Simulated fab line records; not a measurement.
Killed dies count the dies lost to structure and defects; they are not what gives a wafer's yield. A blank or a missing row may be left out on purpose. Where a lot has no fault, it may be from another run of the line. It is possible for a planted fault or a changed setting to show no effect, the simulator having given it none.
One fault seen from 2 desks | flow sky130 | what lay behind the numbers comes last; until then each desk has only its own

== AT THE TOOL OWNER'S DESK: implanter-03 ==
For each lot that ran on this tool, the mean over its sampled wafers that have a number, from the tool's own readings at SKY_NWELL_IMPLANT_24. The brackets show how far a lot's mean lies from the usual mean; more than 4 standard deviations puts the lot out of limits, marked OUT.
Columns: A = dose-ions-cm2 at SKY_NWELL_IMPLANT_24, usual 9.201e+12; B = faraday-current-uA at SKY_NWELL_IMPLANT_24, usual 51.6
lot  | first seen here | A                           | B
L373 | day 6 00:53     | 9.209e+12                   | 51.7
L378 | day 7 08:19     | 9.198e+12                   | 52.0
L383 | day 8 14:06     | 3.538e+13 (+99 or more) OUT | 199.0 (+99 or more) OUT
L385 | day 8 21:37     | 3.539e+13 (+99 or more) OUT | 201.2 (+99 or more) OUT
Finding of this desk: L383, L385 out of limits; the first was L383 at day 8 14:06, on dose-ions-cm2 at SKY_NWELL_IMPLANT_24. L373, L378: within limits.

== AT THE METROLOGY DESK ==
What the gauges read, lot by lot, whatever tool the lot ran on: means of the sampled wafers that have a number. The brackets show how far a lot's mean lies from the usual mean; more than 4 standard deviations puts the lot out of limits, marked OUT.
Columns: A = NWELL_2_TW at SKY_NWELL_TW_MEAS_26, usual 495.4; B = LOCAL_INTERCONNECT_OVL at SKY_LOCAL_INTERCONNECT_OVL_MEAS_12, usual -1 nm
lot  | first seen here | A                       | B
L370 | day 5 09:51     | 499.0                   | 4
L371 | day 5 17:46     | 494.7                   | 1
L373 | day 6 01:07     | 498.0                   | 1
L375 | day 6 18:49     | 498.1                   | 0
L377 | day 7 02:24     | 494.1                   | -8
L378 | day 7 08:32     | 493.3                   | -2
L383 | day 8 14:20     | 754.0 (+99 or more) OUT | 2
L385 | day 8 21:52     | 758.2 (+99 or more) OUT | -2
L386 | day 9 09:32     | 495.4                   | 4
L387 | day 10 08:46    | 495.7                   | 5
L391 | day 10 20:34    | 493.3                   | -2
L390 | day 10 21:31    | 494.8                   | -6
This desk finds L383, L385 out of limits, with the earliest case on L383 at day 8 14:20 (NWELL_2_TW at SKY_NWELL_TW_MEAS_26). L370, L371, L373, L375, L377, L378, L386, L387, L391, L390: within limits.

== TAKEN TOGETHER ==
At day 8 14:06, on L383, L385, the tool owner's desk was in a position to raise an alarm.
The metrology desk could have raised an alarm at day 8 14:20, on L383, L385.
Every lot named ran SKY_NWELL_IMPLANT_24 on implanter-03.

== WHAT THE SIMULATOR HAD PUT IN ==
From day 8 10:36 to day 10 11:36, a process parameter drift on implanter-03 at SKY_NWELL_IMPLANT_24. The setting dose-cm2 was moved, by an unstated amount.
Shown lots that were struck: L383, L385.
Counting hours from when the fault started, the first reading out of limits came at 4 for the tool owner's desk and at 4 for the metrology desk.
